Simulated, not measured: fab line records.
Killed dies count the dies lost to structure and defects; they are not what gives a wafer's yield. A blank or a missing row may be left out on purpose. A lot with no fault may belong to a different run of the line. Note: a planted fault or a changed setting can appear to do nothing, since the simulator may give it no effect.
Struck lot and sound lot, side by side	flow gf180mcu	23 steps out of a route of 602
Sound: the wafers L914.1, L914.2, L914.3. Struck: wafer L933.1 (left out: L933.5, L933.6 of the same lot, which were not struck); the cause appears at the end.
For every step that has rows: the tool of each side, followed by ch and its chambers, followed by its first start. Under that, the readings that differ: sound wafers	struck wafers	difference of the means	sigmas: that difference in standard deviations of wafers without a fault.
alike: readings with means less than 2 such deviations apart, plus words and numbers identical on both sides. not compared: withheld readings, readings lacking a value on some wafer, bounds such as >300 that could conceal the same value, and numbers that have no deviation in the record and whose values overlap.
A row with sigmas, a row that says differs or no value, or rows on one side alone: a step with any of these is where the two part. Numbers that don't overlap but have no deviation are shown without sigmas and don't part them. A reading that every wafer of one side lacks parts them only if that side has two wafers or more.

GF_CONTACT_RS_MEAS_25: measurement is done with a four-point probe.
  struck on film metro-01, day 23 07:50; sound on film metro-01, day 15 21:04
  alike: CONTACT_W_RS
GF_CONTACT_THK_MEAS_26: measures by xrf.
  struck on film metro-01, day 23 07:58; sound on film metro-01, day 15 21:11
  alike: CONTACT_W_THK
GF_CONTACT_CMP_27: polishes, stops on SiO2, t overpolish 15 s, target thk 0 nm.
  sound on cmp-02 ch 0,2,3, day 15 21:29; struck on cmp-01 ch 0, day 23 08:01
reading	sound	struck	difference	sigmas
overpolish run s (s)	14.997 15.004 14.984	15.013	+0.018	+2
  alike: head pressure psi, motor current A, time to endpoint s
then, 1 step without rows for these wafers: GF_M1_SPUTTER_00 (material Ti, target thk 37.5 nm, time 150 s).
GF_M1_SPUTTER_01: material TiN, target thk 30 nm, time 25 s.
  struck on pvd sputter-04, day 23 08:25; sound on pvd sputter-04, day 15 21:53
  alike: throttle valve pct
GF_M1_SPUTTER_02: material AlCu, target thk 450 nm, time 23.9 s.
  struck on pvd sputter-04, day 23 08:27; sound on pvd sputter-04, day 15 21:55
  alike: throttle valve pct
GF_M1_SPUTTER_03: material Ti, target thk 10 nm, time 6.7 s.
  struck on pvd sputter-04, day 23 08:29; sound on pvd sputter-04, day 15 21:56
  alike: throttle valve pct
GF_M1_SPUTTER_04: material TiN, target thk 50 nm, time 41.7 s.
  struck on pvd sputter-04, day 23 08:30; sound on pvd sputter-04, day 15 21:58
  alike: throttle valve pct
GF_M1_RS_MEAS_05: measurement is done with a four-point probe.
  struck on film metro-03, day 23 08:32; sound on film metro-03, day 15 22:00
  alike: M1_ALCU_RS
GF_M1_THK_MEAS_06: measures by xrf.
  struck on film metro-03, day 23 08:40; sound on film metro-03, day 15 22:07
  alike: M1_ALCU_THK
then, 2 steps without rows for these wafers: GF_M1_DEHYDRATE_07 (time 60 s); GF_M1_HMDS_08 (prime time 60 s).
GF_M1_COAT_09: resist thk 1000 nm.
  sound on litho track-02 ch 0, day 16 09:11; struck on litho track-02 ch 0, day 23 20:08
reading	sound	struck	difference	sigmas
model.KrF_of_M1_COAT_09.thk nm (nm)	998.8 999.9 997.5	1122	+123	
then, 4 steps without rows for these wafers: GF_M1_SOFTBAKE_10 (time 60 s); GF_M1_EXPOSE_11 (exposes mask Metal1, target cd 230 nm); GF_M1_PEB_12 (peb time 90 s); GF_M1_DEVELOP_13 (develop time 60 s).
GF_M1_CD_MEAS_14: target cd 230 nm.
  struck on cd sem-02, day 24 07:11; sound on cd sem-02, day 16 20:16
reading	sound	struck	difference	sigmas
cd nm (nm)	231.4 231.9 231.2	235.2	+3.7	+3
GF_M1_OVL_MEAS_15:
  struck on overlay-02, day 24 07:19; sound on overlay-01, day 16 20:23
  alike: M1_OVL
GF_M1_METAL_ETCH_16: etches the open film in Cl2/BCl3, stops on SiO2, target depth 627.5 nm, time 104.6 s.
  sound on rie metal-04 ch 0,1, day 16 20:26; struck on rie metal-03 ch 0, day 24 07:21
reading	sound	struck	difference	sigmas
model.KrF_of_M1_COAT_09.thk nm (nm)	734.2 730.1 729.2	854.5	+123.3	
model.M1.cd nm (nm)	232.4 230.7 231.1	234.8	+3.4	
  alike: drypump motor current A, oes product au, throttle valve pct
  not compared: rf hours counter h
GF_M1_STRIP_17: strips in O2/N2.
  sound on plasma asher-02 ch 0,1, day 16 20:32; struck on plasma asher-02 ch 1, day 24 07:28
reading	sound	struck	difference	sigmas
oes product au (a.u.)	0.559 0.554 0.557	0.606	+0.049	+10
strip time to endpoint s (s)	7.86 7.82 7.82	9.02	+1.19	+27
  alike: drypump motor current A, heater power w
  not compared: rf hours counter h
then, 2 steps without rows for these wafers: GF_M1_STRIP_18 (strips in post etch residue remover, time 1200 s); GF_PASSIVATION_PROBE_99.

## WHERE THEY PART
Earliest at GF_CONTACT_CMP_27; latest, in this record, at GF_M1_STRIP_17.

WHY: whatever the simulator had introduced
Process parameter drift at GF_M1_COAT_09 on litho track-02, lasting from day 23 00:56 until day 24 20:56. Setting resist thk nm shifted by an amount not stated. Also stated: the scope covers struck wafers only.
